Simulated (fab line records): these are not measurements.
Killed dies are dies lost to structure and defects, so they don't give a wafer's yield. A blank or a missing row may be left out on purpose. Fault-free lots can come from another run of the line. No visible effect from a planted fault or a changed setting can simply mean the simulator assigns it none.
Which tool was responsible? + flow gf180mcu + 14 lots, 42 wafers sampled, at 3 steps of a route of 602

## WHAT THE GAUGES READ, wafer by wafer
GF_STI_BOW_MEAS_00. Usual: INCOMING_BOW typically reads 1 um, with standard deviation 6.3.
| lot  | measured    | on            | INCOMING_BOW (um) | flag |
|------|-------------|---------------|-------------------|------|
| L731 | day 1 10:00 | film_metro-01 | -15 -9 5          |      |
| L732 | day 1 15:00 | film_metro-01 | 1 -1 -4           |      |
| L733 | day 1 20:01 | film_metro-01 | 7 -4 -3           |      |
| L734 | day 2 01:02 | film_metro-01 | -7 -4 -5          |      |
| L735 | day 2 06:00 | film_metro-02 | 15 10 -9          |      |
| L736 | day 2 11:01 | film_metro-01 | -13 -7 3          |      |
| L737 | day 2 16:01 | film_metro-02 | 10 3 11           |      |
| L739 | day 3 02:02 | film_metro-03 | 13 7 10           |      |
| L740 | day 3 07:02 | film_metro-03 | -6 -8 -2          |      |
| L741 | day 3 12:04 | film_metro-01 | -1 -5 6           |      |
| L751 | day 5 14:00 | film_metro-03 | -2 -4 -2          |      |
| L752 | day 5 19:02 | film_metro-03 | 1 -1 2            |      |
| L753 | day 6 00:01 | film_metro-02 | 9 0 12            |      |
| L754 | day 6 05:00 | film_metro-03 | 6 -2 4            |      |

GF_STI_THK_MEAS_30. Usual: STI_OXIDATION_02_THK typically reads 10.03 nm, with standard deviation 0.2.
| lot  | measured    | on            | STI_OXIDATION_02_THK (nm) | flag |
|------|-------------|---------------|---------------------------|------|
| L731 | day 2 06:43 | film_metro-03 | 9.81 9.73 9.86            |      |
| L732 | day 2 10:26 | film_metro-01 | 10.38 10.27 10.40         |      |
| L733 | day 2 15:49 | film_metro-03 | 9.68 9.74 9.78            |      |
| L734 | day 2 22:07 | film_metro-01 | 10.04 9.93 10.07          |      |
| L735 | day 3 02:49 | film_metro-03 | 9.75 9.78 9.87            |      |
| L736 | day 3 06:32 | film_metro-03 | 9.89 10.04 9.92           |      |
| L737 | day 3 12:52 | film_metro-02 | 9.85 9.88 9.80            |      |
| L739 | day 4 01:05 | film_metro-03 | 10.02 10.14 10.02         |      |
| L740 | day 4 05:27 | film_metro-03 | 10.30 10.22 10.38         |      |
| L741 | day 4 09:13 | film_metro-02 | 10.22 10.32 10.20         |      |
| L751 | day 6 14:11 | film_metro-03 | 10.11 10.26 10.08         |      |
| L752 | day 7 00:26 | film_metro-01 | 10.11 10.20 10.05         |      |
| L753 | day 7 05:22 | film_metro-01 | 9.96 10.04 9.94           |      |
| L754 | day 7 10:25 | film_metro-02 | 10.00 10.10 10.07         |      |

GF_LVPWELL_TW_MEAS_11. Usual: LVPWELL_TW typically reads 564, with standard deviation 3.3.
| lot  | measured    | on            | LVPWELL_TW  | flag |
|------|-------------|---------------|-------------|------|
| L731 | day 3 21:49 | film_metro-04 | 566 563 565 |      |
| L732 | day 4 03:52 | film_metro-04 | 567 565 566 |      |
| L733 | day 4 07:14 | film_metro-04 | 567 565 568 |      |
| L734 | day 4 15:19 | film_metro-02 | 560 561 564 |      |
| L735 | day 4 20:09 | film_metro-04 | 566 567 568 |      |
| L736 | day 4 23:59 | film_metro-04 | 564 566 565 |      |
| L737 | day 5 07:08 | film_metro-04 | 565 565 567 |      |
| L739 | day 5 19:32 | film_metro-03 | 559 562 559 |      |
| L740 | day 6 00:35 | film_metro-02 | 568 564 562 |      |
| L741 | day 6 08:34 | film_metro-04 | 566 570 571 |      |
| L751 | day 8 15:29 | film_metro-03 | 558 559 559 |      |
| L752 | day 9 01:18 | film_metro-03 | 560 560 560 |      |
| L753 | day 9 07:55 | film_metro-04 | 567 565 568 |      |
| L754 | day 9 14:13 | film_metro-03 | 559 561 562 |      |

## WHICH TOOL RAN EACH LOT (tool, then ch and the chambers of the sampled wafers, then the start)
No process step before these readings appears in the record.

## AS READ BY THE TOOLS THEMSELVES (means over the sampled wafers that have a number; for cases with no such wafer, the mark the record gives instead)
The record holds no such reading with a usual standard deviation.

## THE ANSWER, worked out from the rows above alone
Rule: lot off if the mean of its wafers having a number is beyond 3 standard deviations from the usual mean. A lot without any number at a reading at which 4 lots or more have one is off too. Where the step has rows for the other lots, those lots are counted as sound. After the gauges, taken in route order, come the tools' own readings; for these a lot's mean is taken, as printed above. The first step at which some lot is off is used, and at that step the reading that is off furthest; a lot without a number counts as furthest.
No lot is off at any reading shown: from this, nothing can be told.

## WHAT THE SIMULATOR HAD PUT IN
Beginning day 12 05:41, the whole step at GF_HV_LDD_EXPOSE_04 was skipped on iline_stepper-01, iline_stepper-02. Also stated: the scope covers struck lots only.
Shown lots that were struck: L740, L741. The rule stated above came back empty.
